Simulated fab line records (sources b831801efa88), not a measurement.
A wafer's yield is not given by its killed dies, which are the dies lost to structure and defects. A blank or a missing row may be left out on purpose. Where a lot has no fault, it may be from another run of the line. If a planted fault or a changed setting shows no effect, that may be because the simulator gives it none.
The tool behind it: which one? -- flow gf180mcu -- Sampling: 6 lots, 18 wafers, 3 of 602 route steps

WHAT THE GAUGES READ, wafer by wafer
GF_V5_CD_MEAS_14: the cd target is 260 nm.
lot,measured,on,cdNm (nm)
L604,day 28 01:27,cdSem-02,259.2 259.0 259.6
L606,day 28 23:59,cdSem-01,261.0 259.8 258.9
L610,day 29 16:27,cdSem-02,260.1 259.3 259.6
L615,day 31 04:17,cdSem-01,258.8 258.2 259.4
L618,day 31 21:52,cdSem-01,259.3 258.7 259.4
L623,day 33 03:52,cdSem-01,258.1 257.8 257.3

WHICH TOOL RAN EACH LOT (tool, then ch and the chambers of the sampled wafers, then the start)
lot,GF_V4_CVD_02,GF_M5_METAL_ETCH_10
L604,"pecvd-03 ch 0,2, day 24 10:24","rieMetal-01 ch 0,1, day 27 04:28"
L606,"pecvd-02 ch 0,1,2, day 25 08:42","rieMetal-01 ch 0,1, day 28 03:13"
L610,"pecvd-03 ch 0,1,2, day 26 03:52","rieMetal-04 ch 0,1, day 28 19:45"
L615,"pecvd-02 ch 1,2, day 27 21:14","rieMetal-04 ch 0,1, day 30 08:57"
L618,"pecvd-03 ch 0,2, day 28 16:00","rieMetal-02 ch 0,1, day 31 03:09"
L623,"pecvd-02 ch 0,2, day 30 03:05","rieMetal-01 ch 0,1, day 32 10:28"
- GF_V4_CVD_02: deposits SiO2 from TEOS, target thk 850 nm, time 94.851 s.
- GF_M5_METAL_ETCH_10: etches the open film in Cl2/BCl3, stops on SiO2, target depth 750.8 nm, time 125.1 s.

THE ANSWER, worked out from the rows above alone
Rule: usual is defined by the lots themselves. The widest of any qualifying gaps counts: lots, ordered by their means at a reading, are off when they make up no more than a third of the lots, leave a main group of 4 or more, and stand apart from it by 3 or more times the standard deviation of that group's means. The tables above print the reading to a certain number of digits; a main group whose means all agree to those digits is not used. A lot without any number at a reading at which 4 lots or more have one is off too. All remaining lots with rows at the step are treated as sound.
No lot is off at any reading shown: from this, nothing can be told.

WHAT HAD BEEN PUT IN BY THE SIMULATOR
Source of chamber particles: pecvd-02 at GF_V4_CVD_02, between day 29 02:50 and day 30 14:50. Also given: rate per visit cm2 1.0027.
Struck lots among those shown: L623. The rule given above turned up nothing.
